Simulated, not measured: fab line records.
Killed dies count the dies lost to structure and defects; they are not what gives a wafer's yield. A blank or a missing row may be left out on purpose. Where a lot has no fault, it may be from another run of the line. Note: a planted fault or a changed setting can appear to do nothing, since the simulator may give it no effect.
Which tool is to blame? | flow gf180mcu | 35 wafers from 12 lots sampled at 2 of the route's 602 steps

== WHAT EACH GAUGE READ, for each wafer ==
GF_TOP_METAL_OVL_MEAS_15. Usual: for TOP_METAL_OVL the level is 0.4 nm and the standard deviation is 1.4.
lot  | measured     | on         | TOP_METAL_OVL (nm) | flag
L224 | day 27 19:20 | overlay-02 | 0.2 -0.7 -1.4      | 
L225 | day 28 18:24 | overlay-02 | 0.3 0.6 -0.5       | 
L226 | day 29 06:57 | overlay-02 | -3.0 -2.2 -0.4     | 
L227 | day 29 09:44 | overlay-02 | -0.5 -1.2 -2.0     | 
L228 | day 29 20:42 | overlay-02 | -0.2 2.0 2.3       | 
L231 | day 30 13:12 | overlay-01 | 0.5 2.8 -0.6       | 
L230 | day 30 13:21 | overlay-02 | 2.6 2.3 0.3        | 
L233 | day 30 22:44 | overlay-02 | -2.0 -0.1 -2.0     | 
L234 | day 31 14:54 | overlay-02 | 0.2 0.9 1.4        | 
L239 | day 33 12:50 | overlay-01 | -0.8 -1.0          | 
L245 | day 34 01:09 | overlay-02 | 1.3 2.0 1.5        | 
L246 | day 34 01:53 | overlay-02 | -1.4 -0.6 -1.7     | 

== WHICH TOOL RAN EACH LOT (tool, then ch and the chambers of the sampled wafers, then the start) ==
lot  | GF_V5_ETCH_17
L224 | rieDiel-01 ch 2,3, day 27 19:20 or earlier
L225 | rieDiel-03 ch 1,2,3, day 28 18:24 or earlier
L226 | rieDiel-01 ch 0,1,3, day 29 06:57 or earlier
L227 | rieDiel-03 ch 1,2,3, day 29 09:44 or earlier
L228 | rieDiel-03 ch 1,2, day 29 20:42 or earlier
L231 | rieDiel-03 ch 0,2,3, day 30 13:12 or earlier
L230 | rieDiel-01 ch 0,1,3, day 30 13:21 or earlier
L233 | rieDiel-02 ch 0,1, day 30 22:44 or earlier
L234 | rieDiel-01 ch 0,3, day 31 14:54 or earlier
L239 | rieDiel-01 ch 0,1, day 33 12:50 or earlier
L245 | rieDiel-01 ch 0,2,3, day 34 01:09 or earlier
L246 | rieDiel-01 ch 1,2, day 34 01:53 or earlier
- GF_V5_ETCH_17: etches SiO2 in C4F8/O2/Ar, stops on TiN, target depth 855 nm.

== AS READ BY THE TOOLS THEMSELVES (means over the sampled wafers that have a number; for cases with no such wafer, the mark the record gives instead) ==
GF_V5_ETCH_17. Usual: 0.860 a.u. for oesProductAu, sd 0.0052.
lot  | tool       | oesProductAu (a.u.) | flag
L224 | rieDiel-01 | 0.858               | 
L225 | rieDiel-03 | 0.864               | 
L226 | rieDiel-01 | 0.858               | 
L227 | rieDiel-03 | 0.858               | 
L228 | rieDiel-03 | 0.860               | 
L231 | rieDiel-03 | 0.859               | 
L230 | rieDiel-01 | 0.853               | 
L233 | rieDiel-02 | 0.862               | 
L234 | rieDiel-01 | 0.858               | 
L239 | rieDiel-01 | 0.857               | 
L245 | rieDiel-01 | 0.859               | 
L246 | rieDiel-01 | 0.863               | 

== THE ANSWER, worked out from the rows above alone ==
Rule: a lot is off if the mean of its wafers that have a number lies more than 3 standard deviations from the usual mean. Also off: a lot with no number at a reading for which 4 or more lots have one. Any other lot the step has rows for is counted as sound. After the gauges, taken in route order, come the tools' own readings; for these a lot's mean is taken, as printed above. At the first step where some lot is off, the reading lying furthest off is the one used; lots without a number count as furthest.
Across all readings shown, no lot is off: no conclusion can be drawn from this.

== WHAT THE SIMULATOR HAD PUT IN ==
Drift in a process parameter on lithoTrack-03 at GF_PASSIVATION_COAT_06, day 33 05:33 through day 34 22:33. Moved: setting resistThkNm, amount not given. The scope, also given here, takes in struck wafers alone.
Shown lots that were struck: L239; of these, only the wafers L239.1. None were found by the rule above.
